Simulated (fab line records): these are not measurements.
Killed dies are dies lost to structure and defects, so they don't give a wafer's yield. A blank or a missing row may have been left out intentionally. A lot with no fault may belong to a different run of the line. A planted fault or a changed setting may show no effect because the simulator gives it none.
fab line records    flow sky130
record: lots: 10  wafers: 30  last-day: 51
route steps=708 shown VT_ADJUST_NCORE@130 GATE_OXIDE@201 POLY_GATE@204 RES_PROTECT@214 PAD_OPEN@708
lots that met no fault: from a run of the same line without faults
start-h: the number of hours between the record's first day and the start of the first shown wafer of the lot    wait-h: hours since the lot's step before    " unchanged from the row above    L1.1+2: one row covering several wafers at once    - no value, or no start given    * or withheld: withheld    < > ~ a bound
route shown NAME@n: NAME is a module with steps in the file, n the number in the route of the first one    usual: average and standard deviation across the fault-free wafers    same: alike in all rows    chamber/n: place in a boat    sites: readings site by site    _std_site: the standard deviation of these    _edge_site: mean of outer sites minus mean of inner sites    radius-mm: how far each site lies from the wafer's centre    mask NAME#n: copy n    behind: the last tool/chamber to shape the wafer    hold: reason for holding the lot/hours on hold/outcome of the hold    device: names the non-switching transistor (n, p or np)    end of line: at the end of the route, the tests of the same wafers    for a step that has no rows: nothing shown but its recipe    killed: not the wafer's yield, but the dies lost to structure and defects at the first sort    map: dies across one wafer; x = killed, . = not, _ = none there
set.NAME: the setting as run; set.NAME@STEP: as run at that earlier step    model.NAME: the simulator's own value behind a step, which no gauge read
a sample of lots followed through the steps of the route, with each step as a table and each wafer as a row
services: a tool's chamber out of use, with start hour (start-h, from the record's first day; less than 0 if before it), hours out, and reason
== steps ==
step: SKY_VT_ADJUST_NCORE_TW_MEAS_11
usual: VT_ADJUST_NCORE_TW: 218.7/2.7
lot.wafer  tool           chamber  start-h  wait-h  VT_ADJUST_NCORE_TW
L651.1     film-metro-02  -        207.25   0.1     220.3
L651.4     "              -        "        "       221.1
L651.6     "              -        "        "       221.3
L652.1     film-metro-02  -        212.12   0.1     221.7
L652.5     "              -        "        "       221.7
L652.6     "              -        "        "       221.5
L653.1     film-metro-03  -        213.12   0.1     222.6
L653.2     "              -        "        "       222.2
L653.3     "              -        "        "       221.5
L663.1     film-metro-03  -        289.40   0.1     219.5
L663.4     "              -        "        "       220.9
L663.6     "              -        "        "       221.6
L664.3     film-metro-01  -        305.94   0.1     215.5
L664.5     "              -        "        "       216.6
L664.6     "              -        "        "       215.0
L665.2     film-metro-02  -        312.65   0.1     221.5
L665.3     "              -        "        "       221.0
L665.6     "              -        "        "       219.4
L667.1     film-metro-01  -        319.15   0.1     214.4
L667.5     "              -        "        "       215.1
L667.6     "              -        "        "       214.2
L668.1     film-metro-02  -        325.77   0.1     220.6
L668.3     "              -        "        "       220.4
L668.4     "              -        "        "       221.1
L669.2     film-metro-03  -        329.81   0.1     220.8
L669.4     "              -        "        "       221.5
L669.6     "              -        "        "       222.1
L672.1     film-metro-02  -        360.54   0.1     222.5
L672.4     "              -        "        "       220.2
L672.6     "              -        "        "       222.1
step: SKY_GATE_OXIDE_TW_MEAS_14
usual: GATE_OXIDE_TW: 225.3/2.2
lot.wafer  tool           chamber  start-h  wait-h  GATE_OXIDE_TW
L651.1     film-metro-01  -        340.36   0.1     221.6
L651.4     "              -        "        "       221.0
L651.6     "              -        "        "       219.8
L652.1     film-metro-03  -        348.58   0.1     225.0
L652.5     "              -        "        "       225.8
L652.6     "              -        "        "       225.5
L653.1     film-metro-04  -        349.21   0.1     227.5
L653.2     "              -        "        "       227.8
L653.3     "              -        "        "       228.6
L663.1     film-metro-04  -        438.73   0.1     227.7
L663.4     "              -        "        "       227.2
L663.6     "              -        "        "       228.8
L664.3     film-metro-04  -        455.55   0.1     227.9
L664.5     "              -        "        "       226.8
L664.6     "              -        "        "       227.5
L665.2     film-metro-04  -        464.67   0.1     225.5
L665.3     "              -        "        "       226.1
L665.6     "              -        "        "       224.9
L667.1     film-metro-04  -        477.29   0.1     226.4
L667.5     "              -        "        "       226.0
L667.6     "              -        "        "       226.1
L668.1     film-metro-03  -        480.21   0.1     226.9
L668.3     "              -        "        "       228.4
L668.4     "              -        "        "       226.4
L669.2     film-metro-03  -        485.69   0.1     225.7
L669.4     "              -        "        "       226.4
L669.6     "              -        "        "       225.3
L672.1     film-metro-04  -        519.56   0.1     225.0
L672.4     "              -        "        "       225.9
L672.6     "              -        "        "       225.1
step: SKY_POLY_GATE_CVD_00
recipe: material: poly-Si  target-thk-nm: 180  temp-c: 620  time-s: 720  pressure-mtorr: 200
usual: spike-tc-bottom-C: 639.9/2.8  spike-tc-centre-C: 620.2/1.2  spike-tc-lower-C: 619.3/1.4  spike-tc-top-C: 636/4.5  spike-tc-upper-C: 620.5/1.3  susceptor-temp-C: 620.02/0.27  zone-power-centre-pct: 9.62/0.23  zone-power-upper-pct: 8.78/0.085
lot.wafer  tool      chamber  start-h  wait-h  spike-tc-bottom-C  spike-tc-centre-C  spike-tc-lower-C  spike-tc-top-C  spike-tc-upper-C  susceptor-temp-C  zone-power-centre-pct  zone-power-upper-pct
L651.1     lpcvd-01  1        343.16   0.0     637.3              620.7              619.0             633             621.8             619.76            9.28                   8.66
L651.4     "         1        "        "       638.5              621.9              620.0             633             621.3             619.66            9.46                   8.68
L651.6     "         1        "        "       637.0              620.0              618.0             632             619.8             619.93            9.33                   8.67
L652.1     lpcvd-01  1        350.35   0.0     611.6              594.5              593.6             606             594.2             593.17            8.86                   8.05
L652.5     "         1        "        "       609.9              593.4              593.5             606             594.3             593.30            8.84                   8.07
L652.6     "         1        "        "       612.3              596.3              594.8             606             594.1             593.16            8.62                   8.13
L653.1     lpcvd-01  0        351.55   0.7     617.5              593.0              590.1             616             593.8             593.61            8.98                   8.04
L653.2     "         0        "        "       615.7              594.4              592.5             615             594.7             593.43            9.18                   8.00
L653.3     "         0        "        "       617.4              593.3              592.0             616             592.0             593.59            9.20                   8.13
L663.1     lpcvd-01  1        440.38   0.0     636.8              620.4              620.0             633             621.1             619.75            9.27                   8.73
L663.4     "         1        "        "       638.6              620.4              618.9             633             620.0             619.80            9.43                   8.70
L663.6     "         1        "        "       639.0              620.9              619.2             632             620.9             619.60            9.28                   8.72
L664.3     lpcvd-01  1        457.75   0.0     637.7              622.0              619.9             632             620.0             619.84            9.60                   8.67
L664.5     "         1        "        "       636.7              619.2              619.3             634             620.7             619.75            9.42                   8.84
L664.6     "         1        "        "       637.1              622.9              621.7             632             621.3             620.05            9.51                   8.83
L665.2     lpcvd-01  0        466.30   0.0     642.9              621.5              618.8             641             621.8             620.41            9.88                   8.62
L665.3     "         0        "        "       641.4              618.0              619.2             640             619.8             620.10            9.96                   8.69
L665.6     "         0        "        "       644.3              619.8              616.9             642             621.6             620.39            9.82                   8.65
L667.1     lpcvd-01  1        505.52   26.6    637.8              621.2              619.6             633             621.0             619.58            9.39                   8.85
L667.5     "         1        "        "       638.1              620.2              621.0             633             617.8             619.88            9.61                   8.94
L667.6     "         1        "        "       638.3              621.6              621.2             633             622.9             619.85            9.50                   8.65
L668.1     lpcvd-01  0        505.52   23.7    642.0              618.5              619.3             642             621.8             619.70            9.89                   8.76
L668.3     "         0        "        "       642.7              618.8              618.0             643             619.2             620.20            9.95                   8.79
L668.4     "         0        "        "       642.0              619.5              618.7             642             617.6             620.08            9.75                   8.75
L669.2     lpcvd-01  1        505.52   17.1    638.7              620.1              619.0             633             623.6             620.65            9.34                   8.68
L669.4     "         1        "        "       637.6              620.4              621.0             632             621.3             620.53            9.55                   8.77
L669.6     "         1        "        "       637.5              620.8              621.2             632             620.3             620.58            9.53                   8.81
L672.1     lpcvd-01  1        521.20   0.0     637.0              620.9              619.2             634             620.5             619.65            9.35                   8.95
L672.4     "         1        "        "       636.5              620.2              621.0             633             619.7             619.88            9.60                   8.79
L672.6     "         1        "        "       638.2              621.0              622.8             633             621.5             620.14            9.51                   8.90
step: SKY_POLY_GATE_THK_MEAS_01
recipe: reads: poly-Si_of_POLY_GATE_CVD_00
usual: POLY_GATE_CVD_00_THK: 180.9/1.9
lot.wafer  tool           chamber  start-h  wait-h  POLY_GATE_CVD_00_THK[nm]
L651.1     film-metro-03  -        344.36   0.0     183.3
L651.4     "              -        "        "       182.6
L651.6     "              -        "        "       182.9
L652.1     film-metro-03  -        351.55   0.0     93.2
L652.5     "              -        "        "       93.2
L652.6     "              -        "        "       93.1
L653.1     film-metro-02  -        352.75   0.0     95.3
L653.2     "              -        "        "       94.1
L653.3     "              -        "        "       93.6
L663.1     film-metro-02  -        441.58   0.0     180.9
L663.4     "              -        "        "       182.7
L663.6     "              -        "        "       182.9
L664.3     film-metro-02  -        458.97   0.0     179.7
L664.5     "              -        "        "       179.1
L664.6     "              -        "        "       180.2
L665.2     film-metro-04  -        467.51   0.0     180.0
L665.3     "              -        "        "       181.4
L665.6     "              -        "        "       179.3
L667.1     film-metro-03  -        506.72   0.0     183.6
L667.5     "              -        "        "       182.8
L667.6     "              -        "        "       183.2
L669.2     film-metro-04  -        506.78   0.1     181.4
L669.4     "              -        "        "       181.3
L669.6     "              -        "        "       182.3
L668.1     film-metro-03  -        506.78   0.1     184.0
L668.3     "              -        "        "       184.2
L668.4     "              -        "        "       184.4
L672.1     film-metro-02  -        522.40   0.0     180.9
L672.4     "              -        "        "       180.6
L672.6     "              -        "        "       179.3
step: SKY_RES_PROTECT_STRIP_07
recipe: chemistry: O2/N2  power-w: 1400  pressure-mtorr: 1500  platen-temp-c: withheld  o2-flow-sccm: 3000  n2-flow-sccm: 300  overash-fraction: 0.5
usual: drypump-motor-current-A: 6.0/0.51  n2-flow-sccm: 299.9/0.96  o2-flow-sccm: 3001/9.5  oes-product-au: 0.518/0.0045  strip-time-to-endpoint-s: 23.30/0.051
lot.wafer  tool             chamber  start-h  wait-h  drypump-motor-current-A  n2-flow-sccm  o2-flow-sccm  oes-product-au  rf-hours-counter-h  strip-time-to-endpoint-s
L651.1     plasma-asher-02  0        371.89   0.1     5.5                      299.7         3012          0.525           66                  23.27
L651.4     "                1        "        "       5.4                      298.6         2992          0.518           -                   23.27
L651.6     "                1        "        "       5.4                      297.8         2996          0.525           -                   23.30
L652.1     plasma-asher-02  1        379.89   0.1     5.4                      301.6         3003          0.516           67                  23.33
L652.5     "                1        "        "       5.4                      299.5         2990          0.524           -                   23.31
L652.6     "                0        "        "       5.5                      299.3         2995          0.519           -                   23.33
L653.1     plasma-asher-01  1        380.67   0.1     6.5                      300.5         2988          0.525           26                  23.21
L653.2     "                0        "        "       6.4                      300.6         3007          0.511           26                  23.21
L653.3     "                1        "        "       6.5                      299.3         2989          0.520           -                   23.16
L663.1     plasma-asher-01  1        473.22   0.1     6.5                      300.5         2997          0.524           37                  23.33
L663.4     "                0        "        "       6.4                      301.1         3001          0.516           -                   23.32
L663.6     "                1        "        "       6.5                      300.0         3009          0.517           -                   23.35
L664.3     plasma-asher-03  0        489.40   0.1     5.3                      298.0         2985          0.516           -                   23.42
L664.5     "                1        "        "       6.4                      299.7         3000          0.513           -                   23.41
L664.6     "                0        "        "       5.3                      299.7         2999          0.524           -                   23.43
L665.2     plasma-asher-01  1        498.27   0.1     6.5                      301.8         2989          0.523           39                  23.36
L665.3     "                1        "        "       6.5                      302.2         2984          0.513           -                   23.34
L665.6     "                0        "        "       6.4                      301.5         2983          0.508           -                   23.33
L667.1     plasma-asher-03  1        536.11   0.1     6.4                      299.0         2989          0.523           68                  23.40
L667.5     "                0        "        "       5.3                      298.9         2991          0.517           -                   23.35
L667.6     "                1        "        "       6.4                      298.9         3007          0.515           -                   23.37
L669.2     plasma-asher-01  0        536.69   0.1     6.4                      300.2         2979          0.517           43                  23.32
L669.4     "                1        "        "       6.4                      301.9         2990          0.514           -                   23.32
L669.6     "                1        "        "       6.5                      301.5         2994          0.518           -                   23.26
L668.1     plasma-asher-02  1        537.01   0.1     5.4                      300.1         3008          0.522           10                  23.31
L668.3     "                0        "        "       5.5                      298.8         3022          0.518           -                   23.25
L668.4     "                1        "        "       5.4                      299.4         2999          0.522           -                   23.25
L672.1     plasma-asher-03  0        552.11   0.1     5.3                      298.7         2996          0.511           70                  23.31
L672.4     "                0        "        "       5.3                      298.6         3003          0.517           -                   23.28
L672.6     "                0        "        "       5.3                      299.6         2983          0.512           -                   23.28
step: SKY_POLY_GATE_ETCH_17
recipe: target-depth-nm: 180  stop-on: SiO2  over-etch-frac: 0.56667  chemistry: HBr/Cl2  target: poly-Si  icp-w: 400  bias-w: 100  pressure-mtorr: 10  HBr_flow_sccm: 150  Cl2_flow_sccm: 50  time-s: 70.5
usual: drypump-motor-current-A: 5.9/0.54  oes-product-au: 0.990/0.0074  throttle-valve-pct: 33.685/0.0091
lot.wafer  tool       chamber  start-h  wait-h  drypump-motor-current-A  oes-product-au  rf-hours-counter-h  throttle-valve-pct
L651.1     rie-si-01  3        406.26   0.0     6.0                      1.004           2                   33.671
L651.4     "          2        "        "       6.3                      1.003           -                   33.682
L651.6     "          2        "        "       6.3                      0.994           -                   33.682
L652.1     rie-si-01  0        410.75   0.0     5.5                      0.647           0                   33.680
L652.5     "          0        "        "       5.6                      0.644           -                   33.703
L652.6     "          2        "        "       6.2                      0.640           -                   33.676
L653.1     rie-si-02  1        412.35   0.0     6.4                      0.662           4                   33.681
L653.2     "          0        "        "       5.3                      0.647           42                  33.679
L653.3     "          3        "        "       6.8                      0.659           63                  33.675
L663.1     rie-si-01  3        510.18   0.0     6.0                      0.992           2                   33.675
L663.4     "          2        "        "       6.2                      0.996           4                   33.675
L663.6     "          2        "        "       6.2                      0.996           -                   33.673
L664.3     rie-si-02  3        521.28   0.0     6.8                      0.983           0                   33.669
L664.5     "          3        "        "       6.8                      0.984           -                   33.674
L664.6     "          2        "        "       5.8                      0.998           -                   33.699
L665.2     rie-si-01  1        532.30   0.0     5.0                      0.978           5                   33.696
L665.3     "          2        "        "       6.3                      0.986           4                   33.693
L665.6     "          1        "        "       5.0                      0.993           -                   33.680
L667.1     rie-si-01  2        568.10   0.0     6.3                      1.011           4                   33.672
L667.5     "          2        "        "       6.2                      0.993           -                   33.687
L667.6     "          3        "        "       6.0                      0.995           -                   33.703
L669.2     rie-si-01  1        570.05   0.0     5.0                      0.989           6                   33.691
L669.4     "          0        "        "       5.6                      0.982           1                   33.687
L669.6     "          0        "        "       5.6                      0.984           -                   33.678
L668.1     rie-si-02  3        570.40   0.0     6.8                      0.993           0                   33.688
L668.3     "          0        "        "       5.2                      0.996           0                   33.689
L668.4     "          1        "        "       6.4                      1.007           5                   33.686
L672.1     rie-si-01  3        586.67   0.0     6.0                      0.993           3                   33.674
L672.4     "          1        "        "       5.1                      0.982           6                   33.688
L672.6     "          2        "        "       6.2                      0.989           -                   33.679
step: SKY_PAD_OPEN_PROBE_99
usual: killed_at_M0_to_M3: 43/6.6  killed_at_M4_up: 3.1/1.9  killed-at-contacts: 24/5.2  killed-at-front-end: 16/4.5  killed-at-other: 0.4/0.62  killed-dies: 87/9  killed-open: 48/7  killed-short: 39/6.2
same: gross-dies: 492  killed-at-back-side: 0
lot.wafer  tool       chamber  start-h  wait-h  killed_at_M0_to_M3  killed_at_M4_up  killed-at-contacts  killed-at-front-end  killed-at-other  killed-dies  killed-open  killed-short
L665.2     prober-01  -        1196.61  0.1     46                  1                16                  19                   1                83           45           38
L665.3     prober-01  -        1196.66  0.2     38                  3                31                  15                   0                87           48           39
L665.6     prober-01  -        1196.81  0.2     40                  2                24                  21                   1                88           54           34
killed by level:class
L665.2 VIA1:geometric-particle:open=12 VIA3:geometric-particle:open=7 CONTACT:geometric-particle:open=6 FIELD_ISO:geometric-particle:open=5 FIELD_ISO:geometric-particle:short=5 METAL1:geometric-particle:short=5 VIA1:geometric-particle:short=5 VIA2:geometric-particle:open=5
L665.3 CONTACT:geometric-particle:open=14 VIA1:geometric-particle:open=11 METAL2:geometric-particle:short=10 LOCAL_INTERCONNECT:geometric-particle:short=6 LI_CONTACT:geometric-particle:open=5 VIA3:geometric-particle:open=5 VIA3:geometric-particle:short=4 CONTACT:geometric-particle:short=4
L665.6 LI_CONTACT:geometric-particle:open=11 CONTACT:geometric-particle:open=8 METAL1:geometric-particle:short=7 VIA3:geometric-particle:open=7 FIELD_ISO:geometric-particle:short=5 VIA2:geometric-particle:open=5 METAL2:geometric-particle:short=5 FIELD_ISO:geometric-particle:open=4
== services ==
tool             chamber  start-h  hours  kind
plasma-asher-03  -        331.40   5.6    repair
rie-si-02        3        341.99   3.8    repair
plasma-asher-03  -        350.89   2.3    repair
rie-si-01        -        353.89   0.5    repair
rie-si-01        3        359.39   3.1    repair
plasma-asher-03  -        376.49   15.3   repair
rie-si-01        0        392.18   3.6    repair
rie-si-01        0        396.13   -      clean
rie-si-01        0        396.13   14.3   scheduled-down
rie-si-01        0        396.13   14.3   vent-cycle
rie-si-01        1        396.57   34.6   repair
plasma-asher-03  -        406.62   11.4   repair
rie-si-02        2        407.18   -      clean
rie-si-02        2        407.18   30.9   scheduled-down
rie-si-02        2        407.18   30.9   vent-cycle
rie-si-01        0        420.20   12.4   repair
plasma-asher-02  -        421.25   9.0    pm
plasma-asher-02  -        430.25   2.8    pm
plasma-asher-02  -        433.00   4.3    pm
lpcvd-01         -        477.42   28.1   pm
plasma-asher-01  -        499.69   2.2    repair
rie-si-01        -        512.50   1.0    repair
rie-si-01        2        520.69   1.0    repair
plasma-asher-01  -        568.57   0.5    repair
== key ==
first-sign: step: SKY_POLY_GATE_CVD_00  reading: susceptor-temp-C  direction: down  sigmas: 98  usual: *  struck: *
effect: step: SKY_POLY_GATE_CVD_00  reading: spike-tc-centre-C  direction: down  sigmas: 22  usual: 620.2  struck: 594.2
effect: step: SKY_POLY_GATE_THK_MEAS_01  reading: POLY_GATE_CVD_00_THK  direction: down  sigmas: 47  usual: 180.9  struck: 93.7
effect: step: SKY_POLY_GATE_ETCH_17  reading: oes-product-au  direction: down  sigmas: 46  usual: 0.990  struck: 0.650
met-at SKY_POLY_GATE_CVD_00
struck-lots L652,L653
tester-left-out L652,L653
not-acting-at SKY_VT_ADJUST_NCORE_TW_MEAS_11,SKY_GATE_OXIDE_TW_MEAS_14,SKY_RES_PROTECT_STRIP_07
fault: kind: process-parameter-drift  tool: lpcvd-01  chamber: -  onset-h: 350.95  steps: SKY_POLY_GATE_CVD_00  channel: temp-c  offset: *  shape: step  end-h: 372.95  stated: *
tester-left-out: of these lots the tester's yield and bins aren't shown, on N5 and GAA mostly nor the transistor test; their killed dies are dies lost to structure and defects alone, not to doping, threshold or leakage, so they don't give the yield
